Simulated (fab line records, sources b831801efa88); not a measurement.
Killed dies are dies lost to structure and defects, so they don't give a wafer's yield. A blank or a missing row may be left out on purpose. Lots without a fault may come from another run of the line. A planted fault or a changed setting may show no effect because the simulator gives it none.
Chamber matching | flow gf180mcu | GF_CONTACT_CMP_27 on cmp-01: 4 sister chambers
The step polishes, stops on SiO2, t overpolish 15 s, target thk 0 nm. 4 wafers are shown with their chamber, then 7 later ones without.

WAFERS WITH THEIR CHAMBER
wafer  | chamber | motor_current_A (A)
L899.3 | 2       | 11.3
L906.5 | 0       | 11.2
L908.1 | 3       | 12.3
L908.3 | 1       | 10.4

WAFERS WITHOUT THEIR CHAMBER
wafer  | motor_current_A (A)
L908.4 | 11.1
L911.1 | 10.5
L911.3 | 11.1
L911.6 | 10.5
L912.2 | 11.2
L912.3 | 11.0
L912.4 | 10.7

WHICH CHAMBER EACH WENT THROUGH
wafer  | from the rows above          | in truth
L908.4 | can't be placed: 0 or 2      | 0
L911.1 | 1                            | 1
L911.3 | can't be placed: 0 or 2      | 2
L911.6 | 1                            | 1
L912.2 | can't be placed: 0 or 2      | 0
L912.3 | can't be placed: 0 or 2      | 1
L912.4 | can't be placed: 1 or 0 or 2 | 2
Placed correctly: 2 of 7. Can't be placed from these rows: 5 (the true chamber is among the candidates in 4). Placed wrongly: 0.
How it was worked out, from the rows above alone: a wafer's distance from a chamber is the root of the sum, over the readings, of the square of ((its reading less the chamber's mean) divided by the reading's scatter). The wafer belongs to the nearest chamber; if the next one is less than 2 further off, it can't be placed. A chamber's mean is the mean of its shown wafers. The scatter: with one shown wafer a chamber, the root of the mean of the squares of how far each hidden wafer lies from its nearest shown one.
